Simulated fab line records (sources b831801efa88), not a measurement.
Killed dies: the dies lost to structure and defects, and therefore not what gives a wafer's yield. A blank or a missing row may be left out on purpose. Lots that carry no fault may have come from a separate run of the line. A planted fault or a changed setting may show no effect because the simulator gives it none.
Which tool is to blame? ; flow sky130 ; 42 wafers from 14 lots sampled at 2 of the route's 708 steps

== WHAT THE GAUGES READ, wafer by wafer ==
SKY_METAL2_RS_MEAS_05: measurement is done with a four-point probe.
lot;measured;on;METAL2_ALCU_RS (ohm/sq)
L625;day 33 18:42;film-metro-02;0.1275 0.1295 0.1283
L626;day 34 07:13;film-metro-01;0.1265 0.1269 0.1254
L637;day 38 03:19;film-metro-01;0.1268 0.1270 0.1255
L639;day 38 21:59;film-metro-02;0.1258 0.1241 0.1255
L640;day 39 02:23;film-metro-01;0.1260 0.1266 0.1261
L641;day 39 15:13;film-metro-01;0.1250 0.1249 0.1249
L642;day 40 08:11;film-metro-03;0.1277 0.1272 0.1278
L643;day 40 09:39;film-metro-02;0.1256 0.1261 0.1254
L644;day 40 09:56;film-metro-01;0.1280 0.1271 0.1277
L646;day 40 18:53;film-metro-02;0.1274 0.1277 0.1277
L647;day 40 20:45;film-metro-03;0.1254 0.1261 0.1251
L648;day 41 05:26;film-metro-03;0.1280 0.1276 0.1288

== TOOL THAT RAN EACH LOT (tool first, then ch and the chambers of the sampled wafers, then the start) ==
lot;SKY_VIA1_SPUTTER_20
L625;pvd-sputter-01, day 33 17:55
L626;pvd-sputter-02, day 34 06:26
L627;pvd-sputter-01, day 35 03:24
L628;pvd-sputter-01, day 35 07:24
L637;pvd-sputter-01, day 38 02:32
L639;pvd-sputter-02, day 38 21:13
L640;pvd-sputter-01, day 39 01:34
L641;pvd-sputter-04, day 39 14:26
L642;pvd-sputter-01, day 40 07:14
L643;pvd-sputter-04, day 40 08:37
L644;pvd-sputter-01, day 40 08:41
L646;pvd-sputter-04, day 40 18:06
L647;pvd-sputter-04, day 40 19:57
L648;pvd-sputter-02, day 41 04:38
- SKY_VIA1_SPUTTER_20: material TiN, target thk 20 nm, time 80 s.

== WHAT THE TOOLS THEMSELVES READ (means of the sampled wafers that have a number; where no wafer has one, the mark that the record gives instead) ==
SKY_VIA1_SPUTTER_20.
lot;tool;cathode-dc-power-W (W);chamber-pressure-pa (Pa);throttle-valve-pct (%)
L625;pvd-sputter-01;4000.4;5.004;30.0
L626;pvd-sputter-02;3999.6;5.000;29.6
L627;pvd-sputter-01;-;-;-
L628;pvd-sputter-01;-;-;-
L637;pvd-sputter-01;4000.7;4.996;29.7
L639;pvd-sputter-02;4000.9;5.002;28.7
L640;pvd-sputter-01;4000.1;4.986;30.0
L641;pvd-sputter-04;4000.6;5.004;31.1
L642;pvd-sputter-01;3999.9;4.994;29.8
L643;pvd-sputter-04;3999.6;4.998;31.7
L644;pvd-sputter-01;3999.8;5.006;29.8
L646;pvd-sputter-04;3999.1;5.014;32.2
L647;pvd-sputter-04;4000.2;5.009;31.5
L648;pvd-sputter-02;4000.0;5.003;29.1

== THE ANSWER, worked out from the rows above alone ==
Rule: usual is defined by the lots themselves. Put in order of their means at a reading, lots are off if they are a third of the lots or fewer, leave a main group of 4 or more, and stand apart from it by a gap of 3 or more times the standard deviation of the main group's means; of several such gaps the widest counts. The tables above print the reading to a certain number of digits; a main group whose means all agree to those digits is not used. A lot without any number at a reading at which 4 lots or more have one is off too. Where the step has rows for the other lots, those lots are counted as sound. Order of review: gauges by route order, followed by the tools' own readings, for which a lot's mean as printed above is used. The first step at which some lot is off is used, and at that step the reading that is off furthest; a lot without a number counts as furthest.
Off at SKY_VIA1_SPUTTER_20 (cathode-dc-power-W): L627, L628. Without a number there: L627, L628. The main group has a mean of 4000.1 W with a standard deviation of 0.5.
If a tool, at that step or one of the process steps before it, ran each lot that is off and ran no sound lot following the first of them, it fits. No candidate that was tried fits.

== WHAT THE SIMULATOR HAD INSERTED ==
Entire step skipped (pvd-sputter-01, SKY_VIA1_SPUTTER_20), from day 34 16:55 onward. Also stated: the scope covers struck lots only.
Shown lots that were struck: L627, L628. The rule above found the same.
